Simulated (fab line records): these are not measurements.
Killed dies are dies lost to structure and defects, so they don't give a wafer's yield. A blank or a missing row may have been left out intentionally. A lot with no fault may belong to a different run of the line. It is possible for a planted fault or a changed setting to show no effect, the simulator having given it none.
Which tool was responsible?    flow sky130    13 lots with 39 wafers sampled at 3 steps, on a route of 708 steps

## WHAT THE GAUGES SHOWED, per wafer
SKY_NWELL_TW_MEAS_26.
lot   measured      on            NWELL_2_TW
L958  day 5 08:49   filmMetro-04  501 502 500
L959  day 5 17:53   filmMetro-02  497 492 495
L960  day 5 23:43   filmMetro-03  499 500 502
L961  day 6 05:44   filmMetro-03  30 30 30
L969  day 8 12:26   filmMetro-02  498 493 495
L970  day 8 23:38   filmMetro-04  502 501 499
L971  day 9 00:20   filmMetro-04  504 500 502
L972  day 9 11:14   filmMetro-02  495 495 495
L975  day 10 00:55  filmMetro-04  499 502 502
L976  day 10 01:34  filmMetro-02  493 497 497
L977  day 10 09:56  filmMetro-02  496 497 499
L979  day 10 20:38  filmMetro-02  496 496 499
L980  day 11 00:29  filmMetro-03  500 499 502

## EACH LOT AND THE TOOL THAT RAN IT (in order: tool; ch and the chambers of the sampled wafers; start)
lot   SKY_NWELL_STRIP_14                   SKY_NWELL_STRIP_25
L958  plasmaAsher-02 ch 0,1, day 4 16:56   plasmaAsher-02 ch 0,1, day 5 08:43
L959  plasmaAsher-04 ch 0,1, day 4 23:44   plasmaAsher-01 ch 0,1, day 5 17:48
L960  plasmaAsher-01 ch 0,1, day 5 05:49   plasmaAsher-04 ch 0,1, day 5 23:37
L961  plasmaAsher-04 ch 0, day 5 10:43     plasmaAsher-04 ch 0,1, day 6 05:38
L969  plasmaAsher-04 ch 0,1, day 7 16:20   plasmaAsher-01 ch 0,1, day 8 12:20
L970  plasmaAsher-02 ch 0,1, day 8 03:13   plasmaAsher-01 ch 0,1, day 8 23:31
L971  plasmaAsher-04 ch 0,1, day 8 03:51   plasmaAsher-04 ch 0,1, day 9 00:15
L972  plasmaAsher-04 ch 0,1, day 8 13:54   plasmaAsher-01 ch 0,1, day 9 11:08
L975  plasmaAsher-02 ch 0,1, day 9 02:44   plasmaAsher-02 ch 0,1, day 10 00:50
L976  plasmaAsher-02 ch 1, day 9 03:13     plasmaAsher-02 ch 1, day 10 01:28
L977  plasmaAsher-02 ch 1, day 9 12:07     plasmaAsher-01 ch 0,1, day 10 09:50
L979  plasmaAsher-04 ch 0,1, day 9 21:53   plasmaAsher-02 ch 0,1, day 10 20:33
L980  plasmaAsher-04 ch 0,1, day 10 01:19  plasmaAsher-04 ch 0,1, day 11 00:23
- SKY_NWELL_STRIP_14: strips in O2/N2.
- SKY_NWELL_STRIP_25: strips in O2/N2.

## WHAT THE TOOLS THEMSELVES READ (means of the sampled wafers that have a number; where no wafer has one, the mark that the record gives instead)
SKY_NWELL_STRIP_14.
lot   tool            drypumpMotorCurrentA (A)  oesProductAu (a.u.)  stripTimeToEndpointS (s)
L958  plasmaAsher-02  5.4                       0.723                37.02
L959  plasmaAsher-04  6.2                       0.719                36.99
L960  plasmaAsher-01  5.8                       0.724                36.92
L961  plasmaAsher-04  6.6                       0.947                -
L969  plasmaAsher-04  6.2                       0.722                36.99
L970  plasmaAsher-02  5.5                       0.723                36.81
L971  plasmaAsher-04  6.2                       0.724                37.00
L972  plasmaAsher-04  6.2                       0.720                36.81
L975  plasmaAsher-02  5.4                       0.725                36.99
L976  plasmaAsher-02  5.5                       0.715                36.81
L977  plasmaAsher-02  5.5                       0.725                36.99
L979  plasmaAsher-04  6.2                       0.720                36.73
L980  plasmaAsher-04  5.8                       0.720                36.82

SKY_NWELL_STRIP_25.
lot   tool            drypumpMotorCurrentA (A)  oesProductAu (a.u.)  stripTimeToEndpointS (s)
L958  plasmaAsher-02  5.5                       0.723                36.97
L959  plasmaAsher-01  5.8                       0.722                36.95
L960  plasmaAsher-04  5.8                       0.721                36.88
L961  plasmaAsher-04  5.8                       0.728                53.62
L969  plasmaAsher-01  5.8                       0.723                36.94
L970  plasmaAsher-01  5.8                       0.725                36.88
L971  plasmaAsher-04  6.2                       0.726                36.93
L972  plasmaAsher-01  5.8                       0.721                36.86
L975  plasmaAsher-02  5.4                       0.718                36.93
L976  plasmaAsher-02  5.5                       0.721                37.00
L977  plasmaAsher-01  5.8                       0.724                36.89
L979  plasmaAsher-02  5.5                       0.722                36.92
L980  plasmaAsher-04  5.8                       0.720                36.90

## THE ANSWER, worked out from the rows above alone
Rule: the usual values come from the lots themselves. The widest of any qualifying gaps counts: lots, ordered by their means at a reading, are off when they make up no more than a third of the lots, leave a main group of 4 or more, and stand apart from it by 3 or more times the standard deviation of that group's means. A main group is skipped when, at the precision printed for the reading in the tables above, its means are all equal. Also off: a lot with no number at a reading for which 4 or more lots have one. Any other lot the step has rows for is counted as sound. Order of review: gauges by route order, followed by the tools' own readings, for which a lot's mean as printed above is used. The first step at which some lot is off is used, and at that step the reading that is off furthest; a lot without a number counts as furthest.
Off: at SKY_NWELL_TW_MEAS_26 (NWELL_2_TW), L961. The main group has a mean of 498 with a standard deviation of 2.7.
If a tool, at a process step before that reading, ran all the lots that are off and no sound lot after the first of them, it fits. The gauges at SKY_NWELL_TW_MEAS_26 aren't tried: what is off there is off at SKY_NWELL_STRIP_14 too, on other tools, and a gauge's error can't cause that. Not one of the candidates tried fits.

## WHAT THE SIMULATOR HAD INSERTED
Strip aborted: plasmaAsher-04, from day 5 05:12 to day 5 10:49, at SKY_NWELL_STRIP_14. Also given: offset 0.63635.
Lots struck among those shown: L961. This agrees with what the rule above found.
